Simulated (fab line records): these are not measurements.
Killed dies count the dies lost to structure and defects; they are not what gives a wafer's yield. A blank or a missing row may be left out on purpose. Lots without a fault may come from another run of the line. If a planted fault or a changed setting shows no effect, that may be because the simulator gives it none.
Chamber matching ; flow sfq_line ; 4 sister chambers for SFQ_TRILAYER_I0_VIA_ETCH_VIA_ETCH_034 on rie_diel-04
The step etches SiO2 in CHF3, stops on Nb, target depth 260 nm. 14 wafers are shown with their chamber, then 7 later ones without.

WAFERS WITH THEIR CHAMBER
wafer;chamber;drypump_motor_current_A (A);oes_product_au (a.u.)
L614.1;2;4.9;0.860
L614.4;1;5.9;0.847
L614.5;2;5.0;0.862
L616.1;1;5.9;0.870
L616.4;2;4.9;0.856
L616.6;2;4.9;0.865
L617.1;3;5.4;0.858
L617.3;0;5.0;0.862
L617.5;1;5.9;0.852
L618.1;2;5.0;0.859
L618.3;0;5.0;0.861
L618.6;2;4.9;0.854
L620.1;2;5.0;0.855
L620.3;0;5.0;0.851

SIGNATURES (means of the wafers above)
reading;chamber 0;chamber 1;chamber 2;chamber 3;scatter within a chamber
drypump_motor_current_A;5.000;5.900;4.943;5.400;0.0414
oes_product_au;0.85800;0.85633;0.85871;0.85800;0.0068
Rule: a wafer's distance from a chamber is the root of the sum, over the readings, of the square of ((its reading less the chamber's mean) divided by the reading's scatter). The wafer belongs to the nearest chamber; if the next one is less than 2 further off, it can't be placed. How the scatter is found: for the shown wafers, subtract from each reading the mean of its chamber, square and add these, divide the total by (wafers less chambers), then take the root.

WAFERS WHOSE CHAMBER IS MISSING
wafer;drypump_motor_current_A (A);oes_product_au (a.u.)
L620.5;5.5;0.856
L632.2;5.9;0.851
L632.4;5.0;0.861
L632.6;5.5;0.850
L634.3;5.5;0.845
L634.5;4.9;0.856
L634.6;5.9;0.855

EACH ONE'S CHAMBER
wafer;from the rows above;in truth
L620.5;3;3
L632.2;1;1
L632.4;can't be placed: 0 or 2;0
L632.6;3;3
L634.3;3;3
L634.5;can't be placed: 2 or 0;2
L634.6;1;1
5 of 7 placed correctly. Can't be placed from these rows: 2 (the true chamber is among the candidates in 2). Number placed wrongly: 0.
